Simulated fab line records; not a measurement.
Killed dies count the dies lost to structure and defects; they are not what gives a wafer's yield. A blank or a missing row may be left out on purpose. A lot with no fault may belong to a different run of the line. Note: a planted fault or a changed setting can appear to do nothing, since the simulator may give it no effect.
Struck lot and sound lot, side by side | flow sky130 | 38 out of 708 route steps
Sound: these wafers, L101.2, L101.3, L101.5. The struck wafers were L117.1, L117.2, L117.4. The cause is given at the end.
For every step that has rows: the tool of each side, followed by ch and its chambers, followed by its first start. Under that, the readings that differ: sound wafers | struck wafers | difference of the means | sigmas: that difference in standard deviations of wafers without a fault.
alike: a reading whose means differ by less than 2 such deviations, as well as words and numbers matching on both sides. not compared: withheld readings; readings where some wafer has no value; bounds like >300 that might hide an equal value; numbers whose values overlap and for which the record gives no deviation.
A row with sigmas, a row that says differs or no value, or rows on one side alone: a step with any of these is where the two part. Non-overlapping numbers with no deviation appear without sigmas and do not part them. A reading missing from all wafers of one side parts the sides only when that side holds two or more wafers.

first, 9 steps without rows for these wafers: SKY_VIA3_SPUTTER_20 (material TiN, target thk 20 nm, time 80 s); SKY_VIA3_CVD_21 (deposits W, target thk 390 nm, time 117.31 s); SKY_VIA3_CMP_24 (polishes, stops on SiO2, t overpolish 20 s, target thk 0 nm); SKY_METAL4_SPUTTER_00 (material Ti, target thk 15 nm, time 10 s); SKY_METAL4_SPUTTER_01 (material TiN, target thk 20 nm, time 16.7 s); SKY_METAL4_SPUTTER_02 (material AlCu, target thk 735 nm, time 39.1 s); SKY_METAL4_SPUTTER_03 (material Ti, target thk 5 nm, time 3.3 s); SKY_METAL4_SPUTTER_04 (material TiN, target thk 70 nm, time 58.3 s); SKY_CAP2M_CVD_00 (deposits SiO2, target thk 15.5 nm).
SKY_CAP2M_SPUTTER_02: material TiN, target thk 200 nm, time 166.7 s.
  sound: pvdSputter-04 at day 41 06:56; struck: pvdSputter-04 at day 45 13:34
reading                                  | sound                | struck               | difference | sigmas
cathodeDcPowerW (W)                      | 6501.2 6500.4 6500.2 | 5637.9 5640.9 5640.4 | -860.9     | -99 or more
model.TiN_of_CAP2M_SPUTTER_02.thkNm (nm) | 206.6 205.2 202.4    | 177.2 176.6 172.4    | -29.3      | 
  alike: substrateTempC, throttleValvePct
SKY_CAP2M_RS_MEAS_03: uses a four-point probe to measure.
  sound: filmMetro-03 at day 41 07:04; struck: filmMetro-02 at day 45 13:41
reading               | sound          | struck         | difference | sigmas
CAP2M_TIN_RS (ohm/sq) | 6.68 6.74 6.83 | 7.81 7.84 8.05 | +1.15      | +12
SKY_CAP2M_THK_MEAS_04: measures by xrf.
  sound: filmMetro-03 at day 41 07:11; struck: filmMetro-02 at day 45 13:48
reading            | sound       | struck      | difference | sigmas
CAP2M_TIN_THK (nm) | 203 203 200 | 173 173 168 | -31        | -9
then, 7 steps without rows for these wafers: SKY_CAP2M_DEHYDRATE_05 (time 60 s); SKY_CAP2M_HMDS_06 (prime time 60 s); SKY_CAP2M_COAT_07 (resist thk 1140 nm); SKY_CAP2M_SOFTBAKE_08 (time 60 s); SKY_CAP2M_EXPOSE_09 (exposes mask CAP2M, target cd 1000 nm); SKY_CAP2M_PEB_10; SKY_CAP2M_DEVELOP_11 (develop time 60 s).
SKY_CAP2M_METAL_ETCH_13: etches TiN in Cl2/BCl3, stops on SiO2, target depth 220 nm, time 62.9 s.
  sound on rieMetal-04 ch 0, day 42 08:28; struck on rieMetal-04 ch 0,1, day 46 11:34
reading              | sound                | struck               | difference | sigmas
oesProductAu (a.u.)  | 0.953 0.962 0.943    | 0.875 0.874 0.867    | -0.081     | -9
throttleValvePct (%) | 21.890 21.870 21.899 | 21.940 21.949 21.953 | +0.061     | +6
  alike: drypumpMotorCurrentA
  not compared: rfHoursCounterH
then, 16 steps without rows for these wafers: SKY_CAP2M_STRIP_14 (strips in O2/N2); SKY_CAP2M_STRIP_15 (strips in post etch residue remover, time 1200 s); SKY_CAP2M_CLEAN_16 (cleans in IPA, time 180 s); SKY_CAP2M_CLEAN_17 (cleans in O3/DIW); SKY_METAL4_DEHYDRATE_05 (time 60 s); SKY_METAL4_HMDS_06 (prime time 60 s); SKY_METAL4_COAT_07 (resist thk 60 nm); SKY_METAL4_COAT_08 (resist thk 1140 nm); SKY_METAL4_SOFTBAKE_09 (time 90 s); SKY_METAL4_EXPOSE_10 (exposes mask MM4, target cd 300 nm); SKY_METAL4_PEB_11; SKY_METAL4_DEVELOP_12 (develop time 60 s); SKY_METAL4_DESCUM_15 (chemistry O2, time 8 s); SKY_METAL4_ETCH_16 (etches BARC in N2/H2, stops on SiO2, time 88.2 s, target depth 60 nm); SKY_METAL4_ETCH_17 (etches SiO2 in C4F8/O2/Ar, stops on TiN, time 3.9 s, target depth 15 nm); SKY_METAL4_METAL_ETCH_18 (etches the open film in Cl2/BCl3, stops on SiO2, target depth 845 nm, time 183.1 s).
SKY_METAL4_STRIP_20: strips in post etch residue remover, time 1200 s.
  sound on wetBench-04 ch 0, day 43 09:34; struck on wetBench-01 ch 2, day 47 10:09
reading                                  | sound             | struck            | difference | sigmas
model.TiN_of_CAP2M_SPUTTER_02.thkNm (nm) | 205.7 204.3 201.5 | 176.4 175.7 171.5 | -29.3      | 
-- the record jumps here: 3 days lie between the struck wafers' starts before and after (it left off in module METAL4 and takes up again in module PAD_OPEN, whose first step shown is number 708 of the route) --
SKY_PAD_OPEN_PROBE_99:
  sound: prober-01 at day 47 07:04; struck: prober-01 at day 50 19:10
reading                        | sound             | struck            | difference | sigmas
model.etest.capMim2.plateOhmSq | 5.76 5.833 5.977  | 6.811 6.83 6.965  | +1.012     | 
model.etest.capMim2.bvV (V)    | 13.58 13.75 14.34 | 13.38 13.41 13.57 | -0.44      | 
  alike: defectLimitedYield, killed_at_M0_to_M3, killed_at_M4_up, killedAtContacts, killedAtFrontEnd, killedAtOther, killedDies, killedOpen, killedShort, sort_bin_3_pad_short, sort_bin_5_function, sort_bin_6_memory, sortNPass, sortYieldPct
  not compared: model.etest.capMim2.leakLog10ACm2

## WHERE THEY PART
At SKY_CAP2M_SPUTTER_02 first; at SKY_CAP2M_METAL_ETCH_13 last (within this record only). Later steps at which nothing parts them and some readings are alike: SKY_PAD_OPEN_PROBE_99.

WHY: whatever the simulator had introduced
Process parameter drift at SKY_CAP2M_SPUTTER_02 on pvdSputter-04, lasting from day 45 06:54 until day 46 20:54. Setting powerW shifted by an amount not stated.
